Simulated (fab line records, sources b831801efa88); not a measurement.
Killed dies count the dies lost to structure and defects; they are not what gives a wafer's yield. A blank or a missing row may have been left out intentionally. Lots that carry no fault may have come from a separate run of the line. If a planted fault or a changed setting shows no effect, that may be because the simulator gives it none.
fab line records    flow sky130
[record] lots = 10  wafers = 30  last_day = 50
route steps=708 shown METAL4@630 VIA4@641 METAL5@663
lots that met no fault: from a run of the same line without faults
start_h: the number of hours between the record's first day and the start of the first shown wafer of the lot    wait_h: hours from the lot's prior step to this one    " repeats the value in the row above    L1.1+2: a single row standing in for several wafers    - no value, or no start given    * or withheld: withheld    < > ~ a bound
route shown NAME@n: a module of which the file shows steps, and the number in the route of the first    usual: mean/standard deviation taken from wafers without a fault    same: alike in all rows    chamber/n: place in a boat    sites: the reading at each site    _std_site: the standard deviation of these    _edge_site: outer sites' mean less inner sites'    radius_mm: for every site, how far away it sits from the centre of the wafer    mask NAME#n: copy n    behind: tool/chamber where the wafer was last shaped    hold: why the lot was held/for how many hours/how that ended    device: transistor that didn't switch, given as n, p or np    end of line: at the end of the route, the tests of the same wafers    for a step that has no rows: nothing shown but its recipe    killed: at the first sort, the dies lost to defects and structure; wafer yield is something else    map: dies across one wafer; x = killed, . = not, _ = none there
set.NAME: the setting as run; set.NAME@STEP: as run at that earlier step    model.NAME: the simulator's own value behind a step, which no gauge read
route steps across a sampled set of lots; one table per step, one row per wafer
services: a tool's chamber out of use, with start hour (start_h, from the record's first day; less than 0 if before it), hours out, and reason
[[steps]]
[step SKY_METAL4_OVL_MEAS_14]
[usual] METAL4_OVL = -4/4.9
lot.wafer  tool        chamber  start_h  wait_h  METAL4_OVL[nm]
L479.1     overlay-01  -        977.25   0.1     -8
L479.3     "           -        "        "       -12
L479.4     "           -        "        "       -15
L480.4     overlay-02  -        977.62   0.1     -3
L480.5     "           -        "        "       -3
L480.6     "           -        "        "       -3
L481.3     overlay-01  -        995.31   0.1     -8
L481.5     "           -        "        "       -9
L481.6     "           -        "        "       -10
L488.2     overlay-01  -        1050.24  0.1     -13
L488.3     "           -        "        "       -8
L488.4     "           -        "        "       -2
L493.3     overlay-01  -        1075.55  0.1     0
L493.4     "           -        "        "       -7
L493.5     "           -        "        "       -1
L494.1     overlay-02  -        1081.25  0.1     -8
L494.2     "           -        "        "       -2
L494.4     "           -        "        "       2
L495.2     overlay-02  -        1087.71  0.1     -3
L495.3     "           -        "        "       -7
L495.6     "           -        "        "       -6
L500.1     overlay-01  -        1105.39  0.1     -6
L500.3     "           -        "        "       -3
L500.4     "           -        "        "       -8
L501.1     overlay-02  -        1116.31  0.1     -3
L501.2     "           -        "        "       -12
L501.5     "           -        "        "       -4
L502.2     overlay-02  -        1127.71  0.1     -4
L502.4     "           -        "        "       -4
L502.6     "           -        "        "       -10
[step SKY_VIA4_CMP_02]
[recipe] material = SiO2  down_force_psi = 4  platen_rpm = 60  pad_velocity_m_s = 0.94248
[usual] motor_current_A = 12.7/1.7  retaining_ring_pressure_frac = 1.000/0.0049
lot.wafer  tool    chamber  start_h  wait_h  motor_current_A  retaining_ring_pressure_frac
L479.1     cmp-01  3        978.50   0.1     11.3             0.994
L479.3     "       0        "        "       15.4             0.996
L479.4     "       1        "        "       12.1             1.004
L480.4     cmp-02  0        979.02   0.1     15.0             1.001
L480.6     "       3        "        "       11.4             1.000
L480.5     "       0        "        "       14.8             1.006
L481.3     cmp-01  1        996.67   0.1     11.6             0.990
L481.5     "       0        "        "       15.1             1.010
L481.6     "       1        "        "       12.0             1.001
L488.3     cmp-01  3        1051.43  0.0     11.2             0.993
L488.2     "       1        "        "       12.2             1.008
L488.4     "       2        "        "       12.6             0.999
L493.4     cmp-01  1        1076.84  0.1     12.1             1.003
L493.3     "       2        "        "       12.9             1.004
L493.5     "       0        "        "       15.4             1.006
L494.2     cmp-01  3        1082.51  0.1     11.6             0.996
L494.1     "       0        "        "       14.9             0.996
L494.4     "       2        "        "       12.4             0.995
L495.3     cmp-01  1        1088.91  0.0     12.9             0.998
L495.2     "       2        "        "       11.7             0.998
L495.6     "       2        "        "       12.1             1.006
L500.3     cmp-02  2        1106.97  0.3     9.8              1.000
L500.1     "       3        "        "       12.2             0.994
L500.4     "       0        "        "       15.3             0.991
L501.2     cmp-02  1        1117.55  0.1     12.0             0.998
L501.1     "       2        "        "       10.5             0.994
L501.5     "       1        "        "       12.6             1.003
L502.4     cmp-02  0        1128.93  0.0     15.3             1.007
L502.2     "       3        "        "       11.7             1.000
L502.6     "       1        "        "       13.1             0.993
[step SKY_VIA4_SPUTTER_17]
[recipe] material = TiN  target_thk_nm = 20  chamber_pressure_pa = 5  power_w = 4000  time_s = 80
[usual] cathode_dc_power_W = 4000.0/0.67  throttle_valve_pct = 30.1/0.99
lot.wafer  tool            chamber  start_h  wait_h  cathode_dc_power_W  throttle_valve_pct
L479.1     pvd_sputter-04  -        1002.17  0.0     3999.4              29.3
L479.3     "               -        "        "       3999.7              28.8
L479.4     "               -        "        "       4000.0              29.4
L480.4     pvd_sputter-03  -        1002.55  0.0     4000.0              31.5
L480.5     "               -        "        "       4000.9              29.5
L480.6     "               -        "        "       3999.5              31.3
L481.3     pvd_sputter-04  -        1020.04  0.0     4000.3              29.6
L481.5     "               -        "        "       3999.7              30.4
L481.6     "               -        "        "       3999.9              29.3
L488.2     pvd_sputter-02  -        1073.39  0.0     4000.3              31.2
L488.3     "               -        "        "       4000.9              30.0
L488.4     "               -        "        "       4000.8              31.4
L493.3     pvd_sputter-03  -        1098.40  0.0     3999.0              29.6
L493.4     "               -        "        "       3998.2              31.5
L493.5     "               -        "        "       3999.5              31.3
L494.1     pvd_sputter-04  -        1104.28  0.0     4000.1              30.4
L494.2     "               -        "        "       3999.3              28.8
L494.4     "               -        "        "       4000.3              29.8
L495.2     pvd_sputter-04  -        1109.38  0.0     3999.1              30.8
L495.3     "               -        "        "       4000.7              28.9
L495.6     "               -        "        "       3999.7              29.4
L500.1     pvd_sputter-03  -        1127.47  0.0     3999.3              31.2
L500.3     "               -        "        "       3999.1              29.8
L500.4     "               -        "        "       3999.4              31.1
L501.1     pvd_sputter-03  -        1137.37  0.0     3999.4              31.3
L501.2     "               -        "        "       4001.0              30.9
L501.5     "               -        "        "       3999.9              31.4
L502.2     pvd_sputter-02  -        1148.94  0.0     3999.9              31.3
L502.4     "               -        "        "       4000.5              28.6
L502.6     "               -        "        "       3999.2              30.0
[step SKY_METAL5_SPUTTER_02]
[recipe] material = AlCu  target_thk_nm = 1150  power_w = 10600  time_s = 61.2  chamber_pressure_pa = 0.4
[usual] cathode_dc_power_W = 10600/1.9  throttle_valve_pct = 30.2/1.2
lot.wafer  tool            chamber  start_h  wait_h  cathode_dc_power_W  throttle_valve_pct
L479.1     pvd_sputter-04  -        1002.91  0.0     10603               28.8
L479.3     "               -        "        "       10600               29.7
L479.4     "               -        "        "       10601               30.3
L480.4     pvd_sputter-01  -        1003.29  0.0     10603               31.7
L480.5     "               -        "        "       10601               32.4
L480.6     "               -        "        "       10595               28.4
L481.3     pvd_sputter-04  -        1020.78  0.0     10603               28.7
L481.5     "               -        "        "       10603               29.6
L481.6     "               -        "        "       10599               28.9
L488.2     pvd_sputter-02  -        1074.13  0.0     10598               29.9
L488.3     "               -        "        "       10595               31.2
L488.4     "               -        "        "       10600               28.8
L493.3     pvd_sputter-01  -        1099.39  0.0     10604               30.2
L493.4     "               -        "        "       10598               32.5
L493.5     "               -        "        "       10602               32.7
L494.1     pvd_sputter-01  -        1105.52  0.0     10601               31.5
L494.2     "               -        "        "       10601               28.6
L494.4     "               -        "        "       10597               30.3
L495.2     pvd_sputter-04  -        1110.12  0.0     10599               30.2
L495.3     "               -        "        "       10602               29.9
L495.6     "               -        "        "       10600               29.2
L500.1     pvd_sputter-01  -        1128.39  0.0     10603               31.1
L500.3     "               -        "        "       10599               28.6
L500.4     "               -        "        "       10601               32.7
L501.1     pvd_sputter-04  -        1138.11  0.0     10601               29.2
L501.2     "               -        "        "       10600               29.6
L501.5     "               -        "        "       10599               30.2
L502.2     pvd_sputter-01  -        1149.68  0.0     10600               32.7
L502.4     "               -        "        "       10598               28.8
L502.6     "               -        "        "       10598               30.2
[step SKY_METAL5_RS_MEAS_05]
[recipe] thk_meas_gauge = four-point-probe  reads = TiN_of_METAL5_SPUTTER_04+Ti_of_METAL5_SPUTTER_03+AlCu_of_METAL5_SPUTTER_02+TiN_of_METAL5_SPUTTER_01+Ti_of_METAL5_SPUTTER_00
[usual] METAL5_ALCU_RS = 0.02693/0.00029
lot.wafer  tool           chamber  start_h  wait_h  METAL5_ALCU_RS[ohm/sq]
L479.1     film_metro-03  -        1003.05  0.0     0.0267
L479.3     "              -        "        "       0.02694
L479.4     "              -        "        "       0.02665
L480.4     film_metro-01  -        1003.47  0.1     0.02676
L480.5     "              -        "        "       0.02652
L480.6     "              -        "        "       0.02687
L481.3     film_metro-01  -        1020.94  0.1     0.02646
L481.5     "              -        "        "       0.02702
L481.6     "              -        "        "       0.02657
L488.2     film_metro-01  -        1074.27  0.0     0.02743
L488.3     "              -        "        "       0.01709
L488.4     "              -        "        "       0.01716
L493.3     film_metro-03  -        1099.55  0.1     0.02711
L493.4     "              -        "        "       0.02694
L493.5     "              -        "        "       0.02676
L494.1     film_metro-01  -        1105.63  0.0     0.0275
L494.2     "              -        "        "       0.02717
L494.4     "              -        "        "       0.02729
L495.2     film_metro-02  -        1110.26  0.0     0.02686
L495.3     "              -        "        "       0.02658
L495.6     "              -        "        "       0.02655
L500.1     film_metro-03  -        1128.51  0.0     0.02765
L500.3     "              -        "        "       0.02724
L500.4     "              -        "        "       0.02731
L501.1     film_metro-03  -        1138.23  0.0     0.0266
L501.2     "              -        "        "       0.02684
L501.5     "              -        "        "       0.02714
L502.2     film_metro-01  -        1149.82  0.0     0.02683
L502.4     "              -        "        "       0.02682
L502.6     "              -        "        "       0.02679
[step SKY_METAL5_THK_MEAS_06]
[recipe] thk_meas_gauge = xrf  reads = AlCu_of_METAL5_SPUTTER_02
[usual] METAL5_ALCU_THK = 1154/15
lot.wafer  tool           chamber  start_h  wait_h  METAL5_ALCU_THK[nm]
L479.1     film_metro-03  -        1003.17  0.1     1172
L479.3     "              -        "        "       1166
L479.4     "              -        "        "       1175
L480.4     film_metro-01  -        1003.56  0.1     1163
L480.5     "              -        "        "       1169
L480.6     "              -        "        "       1155
L481.3     film_metro-01  -        1021.04  0.1     1167
L481.5     "              -        "        "       1150
L481.6     "              -        "        "       1167
L488.2     film_metro-01  -        1074.38  0.1     1123
L488.3     "              -        "        "       1799
L488.4     "              -        "        "       1786
L493.3     film_metro-03  -        1099.65  0.1     1150
L493.4     "              -        "        "       1164
L493.5     "              -        "        "       1167
L494.1     film_metro-01  -        1105.75  0.1     1129
L494.2     "              -        "        "       1140
L494.4     "              -        "        "       1126
L495.2     film_metro-02  -        1110.37  0.1     1153
L495.3     "              -        "        "       1165
L495.6     "              -        "        "       1161
L500.1     film_metro-03  -        1128.63  0.1     1126
L500.3     "              -        "        "       1150
L500.4     "              -        "        "       1145
L501.1     film_metro-03  -        1138.35  0.1     1175
L501.2     "              -        "        "       1159
L501.5     "              -        "        "       1159
L502.2     film_metro-01  -        1149.93  0.1     1157
L502.4     "              -        "        "       1151
L502.6     "              -        "        "       1154
[step SKY_METAL5_METAL_ETCH_15]
[recipe] target_depth_a = 12600  stop_on = SiO2  over_etch_frac = 0.2  time_s = 252  chemistry = Cl2/BCl3  resist_sidewall_deg = 86  pressure_mtorr = 10  icp_w = 900  bias_w = 48.5  Cl2_flow_sccm = 60  bcl3_flow_sccm = 30
[usual] chamber_pressure_mTorr = 10.001/0.0098  drypump_motor_current_A = 6.1/0.55  he_backside_leak_sccm = 3.51/0.15  mfc_cl2_sccm = 60.03/0.17  oes_product_au = 0.895/0.0048  throttle_valve_pct = 22.266/0.0093
lot.wafer  tool          chamber  start_h  wait_h  chamber_pressure_mTorr  drypump_motor_current_A  he_backside_leak_sccm  mfc_cl2_sccm  oes_product_au  rf_hours_counter_h  throttle_valve_pct
L479.1     rie_metal-03  1        1026.21  0.0     10.017                  6.2                      3.34                   59.96         0.886           20                  22.263
L479.3     "             0        "        "       9.998                   6.0                      3.32                   59.94         0.902           -                   22.268
L479.4     "             1        "        "       10.015                  6.2                      3.41                   60.00         0.894           -                   22.254
L480.4     rie_metal-02  0        1026.93  0.1     9.991                   5.0                      3.71                   59.63         0.896           -                   22.264
L480.5     "             1        "        "       9.980                   6.5                      3.32                   60.16         0.902           -                   22.268
L480.6     "             0        "        "       10.002                  5.0                      3.69                   59.86         0.898           -                   22.271
L481.3     rie_metal-04  1        1042.89  0.1     10.008                  6.0                      3.70                   59.86         0.895           -                   22.275
L481.5     "             0        "        "       9.990                   6.6                      3.38                   59.81         0.904           -                   22.279
L481.6     "             1        "        "       9.995                   6.0                      3.75                   59.90         0.897           -                   22.283
L488.2     rie_metal-04  1        1094.92  0.0     9.996                   6.0                      3.57                   59.97         0.891           15                  22.258
L488.3     "             1        "        "       10.006                  6.0                      3.68                   60.32         0.991           -                   22.269
L488.4     "             0        "        "       10.009                  6.6                      3.42                   60.05         1.011           -                   22.274
L493.3     rie_metal-02  1        1119.51  0.1     9.989                   6.6                      3.26                   59.82         0.894           -                   22.264
L493.4     "             0        "        "       9.997                   5.0                      3.64                   60.20         0.889           -                   22.266
L493.5     "             0        "        "       10.011                  5.0                      3.54                   60.11         0.894           -                   22.284
L494.1     rie_metal-03  1        1125.07  0.0     10.014                  6.3                      3.33                   60.11         0.893           0                   22.269
L494.2     "             0        "        "       10.000                  6.0                      3.34                   60.14         0.897           9                   22.268
L494.4     "             0        "        "       10.021                  6.0                      3.34                   59.85         0.899           -                   22.259
L495.2     rie_metal-03  1        1130.57  0.0     10.005                  6.2                      3.62                   60.34         0.893           1                   22.262
L495.3     "             1        "        "       9.997                   6.2                      3.42                   60.20         0.897           -                   22.248
L495.6     "             0        "        "       9.994                   6.0                      3.28                   60.21         0.902           -                   22.263
L500.1     rie_metal-04  0        1147.05  0.0     10.002                  6.6                      3.52                   60.13         0.899           27                  22.258
L500.3     "             0        "        "       9.999                   6.6                      3.62                   60.30         0.901           -                   22.259
L500.4     "             1        "        "       9.994                   6.0                      3.57                   59.93         0.893           -                   22.268
L501.1     rie_metal-04  0        1156.44  0.0     9.983                   6.6                      3.75                   60.06         0.901           28                  22.273
L501.2     "             1        "        "       9.982                   6.0                      3.42                   60.29         0.891           20                  22.297
L501.5     "             1        "        "       9.997                   6.0                      3.65                   59.76         0.887           -                   22.267
L502.2     rie_metal-02  1        1166.94  0.0     10.008                  6.6                      3.40                   59.89         0.905           26                  22.253
L502.4     "             1        "        "       9.989                   6.6                      3.47                   60.01         0.893           -                   22.263
L502.6     "             1        "        "       9.994                   6.6                      3.54                   59.83         0.886           -                   22.261
[[services]]
tool            chamber  start_h  hours  kind
pvd_sputter-04  0        958.13   -      consumable_replace:kit
pvd_sputter-04  0        958.13   18.0   scheduled_down
pvd_sputter-04  0        958.13   18.0   vent_cycle
pvd_sputter-04  -        966.98   1.2    repair
rie_metal-02    0        972.21   8.2    repair
cmp-02          -        975.12   0.9    repair
rie_metal-04    -        982.14   1.2    repair
cmp-02          -        994.59   3.7    pm
cmp-02          -        1028.52  1.4    repair
cmp-01          -        1041.41  3.4    repair
cmp-01          -        1043.22  1.2    repair
pvd_sputter-01  -        1044.31  0.9    repair
cmp-01          -        1044.86  3.5    pm
cmp-01          -        1060.70  0.6    repair
cmp-01          -        1060.89  2.9    repair
pvd_sputter-03  -        1078.05  0.8    repair
rie_metal-03    0        1102.49  15.0   repair
cmp-01          -        1102.94  4.0    pm
cmp-01          -        1106.94  -      consumable_replace:conditioner
cmp-01          -        1106.94  -      consumable_replace:pad
pvd_sputter-02  -        1130.96  3.2    repair
pvd_sputter-04  3        1138.23  -      consumable_replace:kit
pvd_sputter-04  3        1138.23  18.0   scheduled_down
pvd_sputter-04  3        1138.23  18.0   vent_cycle
[[key]]
[first_sign] step = SKY_METAL5_RS_MEAS_05  reading = METAL5_ALCU_RS  direction = down  sigmas = 34  usual = 0.02693  struck = 0.01712
[effect] step = SKY_METAL5_THK_MEAS_06  reading = METAL5_ALCU_THK  direction = up  sigmas = 44  usual = 1154  struck = 1793
[effect] step = SKY_METAL5_METAL_ETCH_15  reading = oes_product_au  direction = up  sigmas = 22  usual = 0.895  struck = 1.001
met_at SKY_METAL5_SPUTTER_02
struck_lots L488
struck_wafers L488.3,L488.4
later_rows_left_out L488.3,L488.4
sort_left_out L488.3,L488.4
not_acting_at SKY_METAL4_OVL_MEAS_14,SKY_VIA4_CMP_02,SKY_VIA4_SPUTTER_17
[fault] kind = process_parameter_drift  tool = pvd_sputter-02  chamber = -  onset_h = 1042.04  steps = SKY_METAL5_SPUTTER_02  channel = target_thk_nm  offset = 660.74  shape = step  end_h = 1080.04  scope = struck_wafers_only  acts_in = these_recipes_only  stated = 1150
// sort_left_out: the simulated sort isn't trusted on such a fault, so these wafers' sort isn't shown, and their yield isn't known
// later_rows_left_out: the simulator's readings of these wafers behind a module that went badly wrong aren't trusted and aren't shown, but for the sort
